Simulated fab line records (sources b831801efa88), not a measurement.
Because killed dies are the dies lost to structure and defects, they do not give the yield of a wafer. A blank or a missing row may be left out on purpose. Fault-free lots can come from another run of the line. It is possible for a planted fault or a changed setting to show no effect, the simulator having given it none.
Chamber matching | flow gf180mcu | cmp-01 running GF_V1_CMP_04: 4 sister chambers
The step polishes SiO2. 4 wafers are shown with their chamber, then 7 later ones without.

== WAFERS PAIRED WITH THEIR CHAMBERS ==
wafer  | chamber | motorCurrentA (A)
L374.4 | 1       | 13.2
L387.2 | 2       | 13.8
L387.3 | 3       | 11.7
L389.5 | 0       | 14.1

== WAFERS MISSING THEIR CHAMBER ==
wafer  | motorCurrentA (A)
L389.6 | 11.3
L390.2 | 11.8
L390.5 | 13.9
L390.6 | 11.9
L392.2 | 13.9
L392.3 | 11.9
L392.6 | 14.1

== THE CHAMBER EACH PASSED THROUGH ==
wafer  | from the rows above     | in truth
L389.6 | 3                       | 3
L390.2 | 3                       | 3
L390.5 | can't be placed: 2 or 0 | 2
L390.6 | 3                       | 3
L392.2 | can't be placed: 2 or 0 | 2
L392.3 | 3                       | 3
L392.6 | can't be placed: 0 or 2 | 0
Correctly placed: 4 of 7. Not placeable from these rows: 3 (in 3, the candidates include the true chamber). Wrongly placed: 0.
How it was worked out, from the rows above alone: a wafer's distance from a chamber is the root of the sum, over the readings, of the square of ((its reading less the chamber's mean) divided by the reading's scatter). If the next closest chamber is less than 2 further off than the closest, the wafer can't be placed; otherwise it belongs to the closest. Each chamber's mean is taken over the wafers shown for it. The scatter: with one shown wafer a chamber, the root of the mean of the squares of how far each hidden wafer lies from its nearest shown one.
